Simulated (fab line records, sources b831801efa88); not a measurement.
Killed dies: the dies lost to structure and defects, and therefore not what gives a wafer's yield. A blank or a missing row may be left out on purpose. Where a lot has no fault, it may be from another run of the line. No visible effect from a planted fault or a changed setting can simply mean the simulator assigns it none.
Which tool did it?	flow sky130	15 lots, 45 wafers sampled, at 2 steps of a route of 708

== WHAT THE GAUGES READ, wafer by wafer ==
No reading from a measuring or inspecting step in the record can be judged against a usual standard deviation.

== WHICH TOOL RAN EACH LOT (tool, then ch and the chambers of the sampled wafers, then the start) ==
lot	SKY_CAPM_STRIP_14	SKY_PAD_OPEN_PROBE_99
L630	plasma asher-04 ch 0,1, day 37 06:47	prober-02, day 45 14:26
L632	plasma asher-03 ch 0,1, day 37 17:16	prober-01, day 45 18:52
L633	plasma asher-03 ch 0,1, day 38 06:52	prober-01, day 46 08:04
L634	plasma asher-01 ch 0,1, day 38 19:44	prober-02, day 46 17:02
L635	plasma asher-03 ch 0,1, day 38 21:46	prober-01, day 46 21:23
L636	plasma asher-03 ch 0,1, day 39 09:01	prober-02, day 47 06:29
L638	plasma asher-04 ch 0,1, day 39 14:35	prober-01, day 47 12:38
L641	plasma asher-01 ch 0,1, day 43 01:31	prober-01, day 50 04:56
L643	plasma asher-04 ch 0,1, day 43 04:41	prober-01, day 50 08:37
L645	plasma asher-04 ch 0,1, day 43 06:43	prober-01, day 50 10:14
L644	plasma asher-03 ch 0,1, day 43 06:47	prober-02, day 50 11:26
L649	plasma asher-04 ch 0,1, day 43 07:05	prober-01, day 50 11:52
L648	plasma asher-03 ch 0,1, day 43 07:49	prober-02, day 50 13:14
L650	plasma asher-04 ch 0,1, day 43 08:46	prober-01, day 50 13:33
L652	plasma asher-03 ch 0,1, day 43 12:10	prober-01, day 50 15:30
- SKY_CAPM_STRIP_14: strips in O2/N2.
- SKY_PAD_OPEN_PROBE_99

== AS READ BY THE TOOLS THEMSELVES (means over the sampled wafers that have a number; for cases with no such wafer, the mark the record gives instead) ==
SKY_CAPM_STRIP_14. Usual: chamber pressure mTorr 1500.1 mTorr, standard deviation 1.3; drypump motor current A 5.5 A, standard deviation 0.35; n2 flow sccm 300.0 sccm, standard deviation 0.93; oes product au 0.711 a.u., standard deviation 0.0045; strip time to endpoint s 12.68 s, standard deviation 0.038.
lot	tool	chamber pressure mTorr (mTorr)	drypump motor current A (A)	n2 flow sccm (sccm)	oes product au (a.u.)	strip time to endpoint s (s)	flag
L630	plasma asher-04	1500.6	5.5	300.3	0.710	12.65	
L632	plasma asher-03	1499.7	5.3	300.3	0.711	12.71	
L633	plasma asher-03	1500.5	5.3	299.5	0.711	12.67	
L634	plasma asher-01	1500.1	6.1	300.3	0.709	12.72	
L635	plasma asher-03	-	-	-	-	-	OFF
L636	plasma asher-03	-	-	-	-	-	OFF
L638	plasma asher-04	-	-	-	-	-	OFF
L641	plasma asher-01	1500.6	6.2	300.0	0.712	12.70	
L643	plasma asher-04	1500.4	5.5	300.4	0.710	12.70	
L645	plasma asher-04	1499.4	5.5	299.5	0.710	12.65	
L644	plasma asher-03	1499.6	5.3	299.5	0.709	12.69	
L649	plasma asher-04	1500.7	5.5	300.1	0.713	12.73	
L648	plasma asher-03	1499.4	5.4	298.8	0.715	12.70	
L650	plasma asher-04	1500.5	5.5	299.4	0.709	12.69	
L652	plasma asher-03	1500.2	5.3	299.7	0.710	12.67	

SKY_PAD_OPEN_PROBE_99. Usual: defect limited yield 82.3 %, standard deviation 2; killed_at_M0_to_M3 44, standard deviation 7.9; killed_at_M4_up 3.1, standard deviation 1.9; killed at contacts 24, standard deviation 4.6; killed at front end 16, standard deviation 4.9; killed at other 0.3, standard deviation 0.6; killed dies 87, standard deviation 9.7; killed on rim 17, standard deviation 3.7; killed open 48, standard deviation 7.2; killed short 39, standard deviation 5.6; sort_bin_3_pad_short 0.8 %, standard deviation 0.47; sort_bin_5_function 10.4 %, standard deviation 1.5; sort_bin_6_memory 6.5 %, standard deviation 1.1; sort n pass 405, standard deviation 9.7; sort yield pct 82.3 %, standard deviation 2.
lot	tool	defect limited yield (%)	killed_at_M0_to_M3	killed_at_M4_up	killed at contacts	killed at front end	killed at other	killed dies	killed on rim	killed open	killed short	sort_bin_3_pad_short (%)	sort_bin_5_function (%)	sort_bin_6_memory (%)	sort n pass	sort yield pct (%)	flag
L630	prober-02	80.2	46	2.3	28	21	0.0	98	20	56	42	1.1	11.9	6.8	394	80.2	
L632	prober-01	83.1	38	2.7	28	14	0.3	83	18	51	31	0.7	9.0	7.1	409	83.1	
L633	prober-01	82.6	44	4.3	19	18	0.0	85	17	47	37	0.7	10.7	6.0	407	82.6	
L634	prober-02	79.6	59	3.0	23	15	0.3	101	19	57	44	1.2	11.0	8.2	391	79.6	
L635	prober-01	0.4	10	0.3	5	3	471.7	490	96	10	8	24.9	72.0	2.7	2	0.4	OFF
L636	prober-02	0.1	8	0.3	4	1	478.0	491	96	8	5	24.5	72.2	3.2	1	0.1	OFF
L638	prober-01	0.3	6	0.7	4	2	477.3	490	95	9	4	21.7	75.6	2.4	2	0.3	OFF
L641	prober-01	80.0	46	3.7	24	23	1.3	99	20	58	40	1.0	12.6	6.4	393	80.0	
L643	prober-01	81.8	40	2.3	24	22	0.7	89	22	51	38	0.8	9.8	7.6	403	81.8	
L645	prober-01	82.8	44	3.3	21	16	0.0	85	18	46	39	0.7	10.7	5.8	407	82.8	
L644	prober-02	84.3	36	3.3	19	19	0.0	77	15	42	34	0.6	8.8	6.2	415	84.3	
L649	prober-01	82.7	42	2.0	22	19	0.3	85	18	45	40	1.0	10.4	5.9	407	82.7	
L648	prober-02	82.9	38	2.0	26	17	0.7	84	15	43	40	0.5	10.3	6.2	408	82.9	
L650	prober-01	81.1	49	5.0	26	14	0.0	93	17	56	36	0.7	10.3	7.9	399	81.1	
L652	prober-01	82.1	48	3.3	21	14	1.3	88	17	47	40	1.2	10.3	6.4	404	82.1	

== THE ANSWER, worked out from the rows above alone ==
Rule: lot off if the mean of its wafers having a number is beyond 3 standard deviations from the usual mean. A lot without any number at a reading at which 4 lots or more have one is off too. All remaining lots with rows at the step are treated as sound. First the gauges in route order, then the tools' own readings, where a lot's mean is used as printed above. The first step at which some lot is off is used, and at that step the reading that is off furthest; a lot without a number counts as furthest.
Off, at SKY_CAPM_STRIP_14 on chamber pressure mTorr: L635, L636, L638. Without a number there: L635, L636, L638.
If a tool, at that step or one of the process steps before it, ran each lot that is off and ran no sound lot following the first of them, it fits. Not one of the candidates tried fits.

== WHAT THE SIMULATOR HAD INSERTED ==
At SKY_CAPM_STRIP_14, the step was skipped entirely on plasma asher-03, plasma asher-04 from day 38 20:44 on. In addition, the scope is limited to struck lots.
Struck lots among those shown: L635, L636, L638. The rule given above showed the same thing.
